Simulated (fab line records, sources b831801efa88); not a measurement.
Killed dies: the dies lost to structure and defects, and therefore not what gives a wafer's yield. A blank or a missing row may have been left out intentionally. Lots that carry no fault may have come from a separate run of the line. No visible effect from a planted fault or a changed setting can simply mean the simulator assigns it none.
Which tool is to blame?	flow gf180mcu	7 lots (21 wafers sampled), 1 step of a 602-step route

WHAT THE GAUGES SHOWED, per wafer
GF_POLY_GATE_CD_MEAS_18.
lot	measured	on	cd-nm (nm)
L327	day 9 15:20	cd-sem-02	279.6 278.6 280.5
L328	day 10 11:13	cd-sem-02	280.0 279.3 279.6
L336	day 12 03:19	cd-sem-01	277.7 280.4 280.3
L339	day 13 04:41	cd-sem-02	280.1 279.7 280.6
L343	day 14 06:53	cd-sem-02	276.0 280.0 279.1
L346	day 15 08:17	cd-sem-01	281.0 281.5 282.8
L348	day 15 20:37	cd-sem-02	282.4 281.2 278.9

WHAT TOOL EACH LOT RAN ON (gives the tool, then ch and the chambers of the sampled wafers, and finally the start)
There is no process step in the record ahead of these readings.

THE ANSWER, worked out from the rows above alone
Rule: usual is defined by the lots themselves. Put in order of their means at a reading, lots are off if they are a third of the lots or fewer, leave a main group of 4 or more, and stand apart from it by a gap of 3 or more times the standard deviation of the main group's means; of several such gaps the widest counts. The tables above print the reading to a certain number of digits; a main group whose means all agree to those digits is not used. Also off: a lot with no number at a reading for which 4 or more lots have one. The other lots that the step has rows for count as sound.
None of the lots is off at any reading shown; this tells nothing.

WHAT THE SIMULATOR HAD INSERTED
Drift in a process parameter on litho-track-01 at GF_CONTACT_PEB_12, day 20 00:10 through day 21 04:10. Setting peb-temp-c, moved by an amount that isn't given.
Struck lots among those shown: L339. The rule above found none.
